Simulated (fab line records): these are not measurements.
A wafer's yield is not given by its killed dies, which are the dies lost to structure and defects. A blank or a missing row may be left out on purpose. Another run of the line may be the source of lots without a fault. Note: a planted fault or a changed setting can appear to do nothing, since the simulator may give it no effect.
Which tool is to blame?	flow gf180mcu	7 lots with 21 wafers sampled at 2 steps, on a route of 602 steps

## WHAT THE GAUGES READ, wafer by wafer
GF_LVPWELL_OVL_MEAS_07.
lot	measured	on	LVPWELL_OVL (nm)
L545	day 4 08:30	overlay-01	0.1 0.5 0.4
L547	day 4 19:12	overlay-01	1.1 0.7 -0.2
L549	day 5 05:07	overlay-01	-2.0 -0.5 -1.0
L551	day 5 18:21	overlay-02	0.2 -1.6 -1.4
L556	day 7 01:00	overlay-02	215.9 216.1 216.1 214.7 214.7 214.9
L562	day 8 09:18	overlay-02	-0.1 -0.2 -1.2
L566	day 9 07:35	overlay-02	-0.8 -0.5 -1.9

## TOOL THAT RAN EACH LOT (tool first, then ch and the chambers of the sampled wafers, then the start)
lot	GF_LVPWELL_EXPOSE_04
L545	iline-stepper-02 ch 0, day 4 02:20
L547	iline-stepper-02 ch 0, day 4 12:11
L549	iline-stepper-01 ch 0, day 4 22:31
L551	iline-stepper-01 ch 0, day 5 11:01
L556	iline-stepper-02 ch 0, day 6 17:38
L562	iline-stepper-01 ch 0, day 8 01:03
L566	iline-stepper-01 ch 0, day 8 23:13
- GF_LVPWELL_EXPOSE_04: exposes mask LVPWELL, target cd 600 nm.

## THE ANSWER, worked out from the rows above alone
Rule: the lots themselves supply what counts as usual. The widest of any qualifying gaps counts: lots, ordered by their means at a reading, are off when they make up no more than a third of the lots, leave a main group of 4 or more, and stand apart from it by 3 or more times the standard deviation of that group's means. A main group whose means are all the same, to the digits that the tables above print for the reading, isn't used. Also off: a lot with no number at a reading for which 4 or more lots have one. All remaining lots with rows at the step are treated as sound.
Off: L556, at GF_LVPWELL_OVL_MEAS_07 (LVPWELL_OVL). The main group: mean -0.5 nm, standard deviation 0.67.
If a tool, at a process step before that reading, ran all the lots that are off and no sound lot after the first of them, it fits. Those tools and the gauges at GF_LVPWELL_OVL_MEAS_07 are tried in the same way. One fits: iline-stepper-02 at GF_LVPWELL_EXPOSE_04. A fault onset in the window from L547 (day 4 12:11, its last sound lot) to L556 (day 6 17:38, its first lot off) fits.

## WHAT THE SIMULATOR HAD PUT IN
Scanner matching overlay: iline-stepper-02, from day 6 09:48 on, at GF_LVPWELL_EXPOSE_04. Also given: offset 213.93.
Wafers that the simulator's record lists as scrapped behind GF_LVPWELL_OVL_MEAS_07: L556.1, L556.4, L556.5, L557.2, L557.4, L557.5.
Struck lots among those shown: L556. This agrees with what the rule above found.
